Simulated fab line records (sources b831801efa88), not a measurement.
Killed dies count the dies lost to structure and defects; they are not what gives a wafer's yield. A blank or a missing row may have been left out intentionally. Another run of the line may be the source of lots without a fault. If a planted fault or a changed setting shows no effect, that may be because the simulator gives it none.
What tool caused it? :: flow sky130 :: Sampling: 13 lots, 39 wafers, 4 of 708 route steps

== WHAT THE GAUGES READ, wafer by wafer ==
No reading from a measuring or inspecting step in the record can be judged against a usual standard deviation.

== TOOL THAT RAN EACH LOT (tool first, then ch and the chambers of the sampled wafers, then the start) ==
lot: L850
SKY_SONOS_TUNNEL_SOFTBAKE_03: litho track-03 ch 0, day 11 09:04
SKY_CONTACT_CMP_04: cmp-01 ch 0,1,3, day 30 22:07
SKY_METAL1_DESCUM_17: rie metal-04 ch 1, day 33 06:20
SKY_VIA1_CVD_21: cvd w-01 ch 0,1, day 34 10:44

lot: L852
SKY_SONOS_TUNNEL_SOFTBAKE_03: litho track-03 ch 0, day 11 17:49
SKY_CONTACT_CMP_04: cmp-01 ch 1,2, day 31 09:44
SKY_METAL1_DESCUM_17: rie metal-01 ch 0,1, day 33 17:21
SKY_VIA1_CVD_21: cvd w-01 ch 0,1, day 34 22:29

lot: L853
SKY_SONOS_TUNNEL_SOFTBAKE_03: litho track-02 ch 0, day 12 01:54
SKY_CONTACT_CMP_04: cmp-01 ch 0,2,3, day 31 17:08
SKY_METAL1_DESCUM_17: rie metal-04 ch 0,1, day 34 00:53
SKY_VIA1_CVD_21: cvd w-02 ch 0,1, day 35 05:49

lot: L854
SKY_SONOS_TUNNEL_SOFTBAKE_03: litho track-01 ch 0, day 12 11:52
SKY_CONTACT_CMP_04: cmp-02 ch 1,2,3, day 32 02:08
SKY_METAL1_DESCUM_17: rie metal-03 ch 0,1, day 34 09:17
SKY_VIA1_CVD_21: cvd w-02 ch 0,1, day 35 14:23

lot: L855
SKY_SONOS_TUNNEL_SOFTBAKE_03: litho track-02 ch 0, day 12 16:39
SKY_CONTACT_CMP_04: cmp-02 ch 0,1, day 32 11:23
SKY_METAL1_DESCUM_17: rie metal-03 ch 0,1, day 34 18:12
SKY_VIA1_CVD_21: cvd w-02 ch 0, day 35 22:20

lot: L856
SKY_SONOS_TUNNEL_SOFTBAKE_03: litho track-03 ch 0, day 13 00:14
SKY_CONTACT_CMP_04: cmp-01 ch 0,1,2, day 33 06:10
SKY_METAL1_DESCUM_17: rie metal-01 ch 0,1, day 35 14:00
SKY_VIA1_CVD_21: cvd w-01 ch 0,1, day 36 18:41

lot: L857
SKY_SONOS_TUNNEL_SOFTBAKE_03: litho track-02 ch 0, day 13 06:04
SKY_CONTACT_CMP_04: cmp-02 ch 0,1, day 33 08:36
SKY_METAL1_DESCUM_17: rie metal-03 ch 0,1, day 35 16:08
SKY_VIA1_CVD_21: cvd w-02 ch 1, day 36 20:49

lot: L858
SKY_SONOS_TUNNEL_SOFTBAKE_03: litho track-01 ch 0, day 13 16:05
SKY_CONTACT_CMP_04: cmp-02 ch 1,2,3, day 33 10:08
SKY_METAL1_DESCUM_17: rie metal-04 ch 0,1, day 35 17:15
SKY_VIA1_CVD_21: cvd w-01 ch 0,1, day 36 21:26

lot: L865
SKY_SONOS_TUNNEL_SOFTBAKE_03: litho track-02 ch 0, day 15 18:30
SKY_CONTACT_CMP_04: cmp-02 ch 0,1,2, day 35 14:10
SKY_METAL1_DESCUM_17: rie metal-04 ch 0, day 37 19:57
SKY_VIA1_CVD_21: cvd w-01 ch 0, day 38 23:44

lot: L867
SKY_SONOS_TUNNEL_SOFTBAKE_03: litho track-02 ch 0, day 16 12:16
SKY_CONTACT_CMP_04: cmp-01 ch 2,3, day 36 07:02
SKY_METAL1_DESCUM_17: rie metal-04 ch 0, day 38 13:18
SKY_VIA1_CVD_21: cvd w-02 ch 0,1, day 39 16:14

lot: L869
SKY_SONOS_TUNNEL_SOFTBAKE_03: litho track-03 ch 0, day 17 03:55
SKY_CONTACT_CMP_04: cmp-02 ch 0,1,3, day 36 18:35
SKY_METAL1_DESCUM_17: rie metal-04 ch 0,1, day 39 00:06
SKY_VIA1_CVD_21: cvd w-02 ch 0,1, day 40 02:41

lot: L870
SKY_SONOS_TUNNEL_SOFTBAKE_03: litho track-01 ch 0, day 17 14:11
SKY_CONTACT_CMP_04: cmp-02 ch 0,1,2, day 37 03:22
SKY_METAL1_DESCUM_17: rie metal-03 ch 0,1, day 39 09:24
SKY_VIA1_CVD_21: cvd w-01 ch 0,1, day 40 11:40

lot: L871
SKY_SONOS_TUNNEL_SOFTBAKE_03: litho track-03 ch 0, day 18 00:01
SKY_CONTACT_CMP_04: cmp-02 ch 0,1,3, day 37 09:02
SKY_METAL1_DESCUM_17: rie metal-01 ch 1, day 39 14:34
SKY_VIA1_CVD_21: cvd w-02 ch 0,1, day 40 17:07
- SKY_SONOS_TUNNEL_SOFTBAKE_03: time 60 s.
- SKY_CONTACT_CMP_04: polishes SiO2.
- SKY_METAL1_DESCUM_17: chemistry O2, time 8 s.
- SKY_VIA1_CVD_21: deposits W, target thk 270 nm, time 80.902 s.

== AS READ BY THE TOOLS THEMSELVES (means over the sampled wafers that have a number; for cases with no such wafer, the mark the record gives instead) ==
SKY_SONOS_TUNNEL_SOFTBAKE_03.
lot: L850
tool: litho track-03
chill plate temp C (C): 23.14
exhaust pa (Pa): 45.8
run length s (s): 88.74

lot: L852
tool: litho track-03
chill plate temp C (C): 23.06
exhaust pa (Pa): 45.4
run length s (s): 88.65

lot: L853
tool: litho track-02
chill plate temp C (C): 22.95
exhaust pa (Pa): 45.1
run length s (s): 89.44

lot: L854
tool: litho track-01
chill plate temp C (C): 23.04
exhaust pa (Pa): 45.9
run length s (s): 88.91

lot: L855
tool: litho track-02
chill plate temp C (C): 23.16
exhaust pa (Pa): 44.9
run length s (s): 89.34

lot: L856
tool: litho track-03
chill plate temp C (C): 23.03
exhaust pa (Pa): 45.6
run length s (s): 88.66

lot: L857
tool: litho track-02
chill plate temp C (C): 22.98
exhaust pa (Pa): 43.9
run length s (s): 89.35

lot: L858
tool: litho track-01
chill plate temp C (C): 22.97
exhaust pa (Pa): 45.9
run length s (s): 89.00

lot: L865
tool: litho track-02
chill plate temp C (C): 22.99
exhaust pa (Pa): 44.5
run length s (s): 104.52

lot: L867
tool: litho track-02
chill plate temp C (C): 23.12
exhaust pa (Pa): 44.8
run length s (s): 104.43

lot: L869
tool: litho track-03
chill plate temp C (C): 23.01
exhaust pa (Pa): 46.2
run length s (s): 88.64

lot: L870
tool: litho track-01
chill plate temp C (C): 23.10
exhaust pa (Pa): 44.4
run length s (s): 89.06

lot: L871
tool: litho track-03
chill plate temp C (C): 23.05
exhaust pa (Pa): 45.4
run length s (s): 88.72

SKY_CONTACT_CMP_04.
lot: L850
tool: cmp-01
motor current A (A): 11.8
time to endpoint s (s): 85

lot: L852
tool: cmp-01
motor current A (A): 11.2
time to endpoint s (s): 86

lot: L853
tool: cmp-01
motor current A (A): 12.6
time to endpoint s (s): 84

lot: L854
tool: cmp-02
motor current A (A): 12.5
time to endpoint s (s): 82

lot: L855
tool: cmp-02
motor current A (A): 12.9
time to endpoint s (s): 81

lot: L856
tool: cmp-01
motor current A (A): 12.1
time to endpoint s (s): 82

lot: L857
tool: cmp-02
motor current A (A): 11.7
time to endpoint s (s): 83

lot: L858
tool: cmp-02
motor current A (A): 11.9
time to endpoint s (s): 77

lot: L865
tool: cmp-02
motor current A (A): 11.9
time to endpoint s (s): 79

lot: L867
tool: cmp-01
motor current A (A): 12.4
time to endpoint s (s): 87

lot: L869
tool: cmp-02
motor current A (A): 11.8
time to endpoint s (s): 86

lot: L870
tool: cmp-02
motor current A (A): 12.1
time to endpoint s (s): 82

lot: L871
tool: cmp-02
motor current A (A): 11.9
time to endpoint s (s): 80

SKY_METAL1_DESCUM_17.
lot: L850
tool: rie metal-04
drypump motor current A (A): 5.8
oes product au (a.u.): 0.998

lot: L852
tool: rie metal-01
drypump motor current A (A): 6.4
oes product au (a.u.): 0.999

lot: L853
tool: rie metal-04
drypump motor current A (A): 5.9
oes product au (a.u.): 1.006

lot: L854
tool: rie metal-03
drypump motor current A (A): 5.3
oes product au (a.u.): 1.005

lot: L855
tool: rie metal-03
drypump motor current A (A): 5.3
oes product au (a.u.): 0.999

lot: L856
tool: rie metal-01
drypump motor current A (A): 6.2
oes product au (a.u.): 0.992

lot: L857
tool: rie metal-03
drypump motor current A (A): 5.6
oes product au (a.u.): 1.000

lot: L858
tool: rie metal-04
drypump motor current A (A): 5.8
oes product au (a.u.): 1.008

lot: L865
tool: rie metal-04
drypump motor current A (A): 5.9
oes product au (a.u.): 1.008

lot: L867
tool: rie metal-04
drypump motor current A (A): 5.9
oes product au (a.u.): 1.005

lot: L869
tool: rie metal-04
drypump motor current A (A): 5.9
oes product au (a.u.): 1.008

lot: L870
tool: rie metal-03
drypump motor current A (A): 5.4
oes product au (a.u.): 1.009

lot: L871
tool: rie metal-01
drypump motor current A (A): 6.6
oes product au (a.u.): 1.004

SKY_VIA1_CVD_21.
lot: L850
tool: cvd w-01
heater power w (W): 927
susceptor temp C (C): 399.85

lot: L852
tool: cvd w-01
heater power w (W): 904
susceptor temp C (C): 399.98

lot: L853
tool: cvd w-02
heater power w (W): 767
susceptor temp C (C): 400.01

lot: L854
tool: cvd w-02
heater power w (W): 702
susceptor temp C (C): 400.23

lot: L855
tool: cvd w-02
heater power w (W): 638
susceptor temp C (C): 400.13

lot: L856
tool: cvd w-01
heater power w (W): 917
susceptor temp C (C): 399.98

lot: L857
tool: cvd w-02
heater power w (W): 828
susceptor temp C (C): 400.04

lot: L858
tool: cvd w-01
heater power w (W): 873
susceptor temp C (C): 399.66

lot: L865
tool: cvd w-01
heater power w (W): 826
susceptor temp C (C): 399.95

lot: L867
tool: cvd w-02
heater power w (W): 730
susceptor temp C (C): 399.96

lot: L869
tool: cvd w-02
heater power w (W): 735
susceptor temp C (C): 399.89

lot: L870
tool: cvd w-01
heater power w (W): 873
susceptor temp C (C): 400.07

lot: L871
tool: cvd w-02
heater power w (W): 763
susceptor temp C (C): 399.99

== THE ANSWER, worked out from the rows above alone ==
Rule: what is usual is taken from the lots themselves. The widest of any qualifying gaps counts: lots, ordered by their means at a reading, are off when they make up no more than a third of the lots, leave a main group of 4 or more, and stand apart from it by 3 or more times the standard deviation of that group's means. If all means in a main group match to the digits the tables above print for the reading, that group is not used. A lot without any number at a reading at which 4 lots or more have one is off too. All remaining lots with rows at the step are treated as sound. First the gauges in route order, then the tools' own readings, where a lot's mean is used as printed above. The first step at which some lot is off is used, and at that step the reading that is off furthest; a lot without a number counts as furthest.
Off: L865, L867, at SKY_SONOS_TUNNEL_SOFTBAKE_03 (run length s). The main group: mean 88.96 s, standard deviation 0.29.
If a tool, at that step or one of the process steps before it, ran each lot that is off and ran no sound lot following the first of them, it fits. One candidate fits, namely litho track-02 at SKY_SONOS_TUNNEL_SOFTBAKE_03. Its last sound lot is L857 (day 13 06:04), its first lot that is off L865 (day 15 18:30): a fault that began between those two fits.
On the lots that are off, the tool's own readings at SKY_SONOS_TUNNEL_SOFTBAKE_03 differ by more than 5 times the standard deviation of the sound lots' means, which bears it out; run length s reads 104.47 s there versus 88.96 s on the sound lots.

== WHAT THE SIMULATOR HAD INSERTED ==
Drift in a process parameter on litho track-02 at SKY_SONOS_TUNNEL_SOFTBAKE_03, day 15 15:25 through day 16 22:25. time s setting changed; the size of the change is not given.
Shown lots that were struck: L865, L867. The rule above reached the same finding.
